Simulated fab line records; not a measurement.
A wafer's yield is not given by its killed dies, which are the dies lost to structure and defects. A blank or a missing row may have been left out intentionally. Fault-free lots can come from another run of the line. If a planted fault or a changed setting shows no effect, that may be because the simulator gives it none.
Code-filled problem report in 8D (eight disciplines) form -- flow gf180mcu -- the parts of the form that need people (team, actions taken, sign-off) are left out

== 1. PROBLEM STATEMENT ==
Across 6 wafers from 2 lots, DUAL_GATE_OXIDATION_00_THK at GF_DUAL_GATE_THK_MEAS_03 averages 7.29 nm, while fault-free wafers read 10.71 nm with a standard deviation of 0.23. Measured from the usual mean, that is -15 standard deviations.
Seen first at day 12 06:26 on film metro-03, wafer L741.1. At this step, 36 wafers from 12 lots have a number in the record. The rule behind "out" and "out of limits": a value lying over 4 standard deviations away from the usual mean. All remaining wafers that have a number are taken as sound.

== 2. WHAT IT IS AND WHAT IT IS NOT ==
question,is,is not
which readings at this step,DUAL_GATE_OXIDATION_00_THK,-
which lots,"L741, L742","L725, L726, L728, L729, L732, L739, L740, L743, L745, L747"
which wafers of those lots,all that have a number,-
read on which gauges,"film metro-01, film metro-03",film metro-02
when,from day 12 06:26,"up to then (21 sound wafers); but 9 sound wafers of L743, L745, L747 came after"

== 3. SUSPECTS, AND WHAT RULES EACH OUT ==
Counting: a tool stays on the suspect list if, at a process step up to the reading, it processed all lots that are out and no sound lot following the first of them.
- ruled out: the gauge at GF_DUAL_GATE_THK_MEAS_03. 2 gauges (film metro-01, film metro-03) read the wafers that are out.
- furnace-01 at GF_DUAL_GATE_OXIDATION_02 (stabilise 600 s, purge 300 s, target thk 10.887 nm): kept. Every lot that is out went through it, starting with L741 (day 12 04:59), and after that it ran no sound lot; the last sound lot it ran before then is L739 (day 11 16:31). Its own spike tc bottom C, spike tc centre C, spike tc lower C, spike tc top C, spike tc upper C, tube center temp C, tube_center_temp_C_max readings are out on those wafers.
Remaining after the count: furnace-01 at GF_DUAL_GATE_OXIDATION_02.

== 4. THE CAUSE (what the simulator had put in) ==
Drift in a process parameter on furnace-01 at GF_DUAL_GATE_OXIDATION_02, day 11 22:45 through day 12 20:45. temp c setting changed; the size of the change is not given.
The count eliminated every tool but this one.

== 5. SEQUENCE OF EFFECTS, ordered by route ==
Rows list readings where the struck wafers' mean (over those with a number) sits beyond 3 standard deviations from the usual. Scope: only readings with a usual standard deviation given in the record; hours: median across lots of the time from each lot's start at the first step in this table that gives one to its start at this step; sigmas: change in usual standard deviations.
hours,step,reading,usual,on struck wafers,change,sigmas
0,GF_DUAL_GATE_OXIDATION_02,spike tc bottom C,917.6 C,886.1,-31.5,-29
0,GF_DUAL_GATE_OXIDATION_02,spike tc centre C,900.5 C,868.7,-31.8,-27
0,GF_DUAL_GATE_OXIDATION_02,spike tc lower C,901.3 C,869.7,-31.6,-24
0,GF_DUAL_GATE_OXIDATION_02,spike tc top C,913.2 C,883.1,-30.1,-17
0,GF_DUAL_GATE_OXIDATION_02,spike tc upper C,900.1 C,868.9,-31.2,-28
0,GF_DUAL_GATE_OXIDATION_02,tube center temp C,900.01 C,868.04,-31.97,-99 or more
0,GF_DUAL_GATE_OXIDATION_02,tube_center_temp_C_max,902.4,870.5,-31.9,-91
1,GF_DUAL_GATE_THK_MEAS_03,DUAL_GATE_OXIDATION_00_THK,10.71 nm,7.29,-3.43,-15
Here are the process steps it includes:
- GF_DUAL_GATE_OXIDATION_02: stabilise 600 s, purge 300 s, target thk 10.887 nm.
Later measuring or inspecting steps at which every struck wafer that the step has a row for has a number for every such reading, and none has moved that far: GF_V1_OVL_MEAS_15.

== 6. WHAT WOULD HAVE CAUGHT IT SOONER ==
Counted from the fault's start at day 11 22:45, it took 8 hours until the first out-of-limits reading at a measuring or inspecting step in this record, taken at day 12 06:26.
The tool's own readings at GF_DUAL_GATE_OXIDATION_02 were out on every struck wafer that the step has a row for (spike tc bottom C, spike tc centre C, spike tc lower C, spike tc top C, spike tc upper C, tube center temp C, tube_center_temp_C_max): an alarm limit on them would have fired on the first of those.
L742, from the lots that are out (2), started GF_DUAL_GATE_OXIDATION_02 on furnace-01 later than day 12 06:26. Had the tool been put on hold then, it would have been spared.
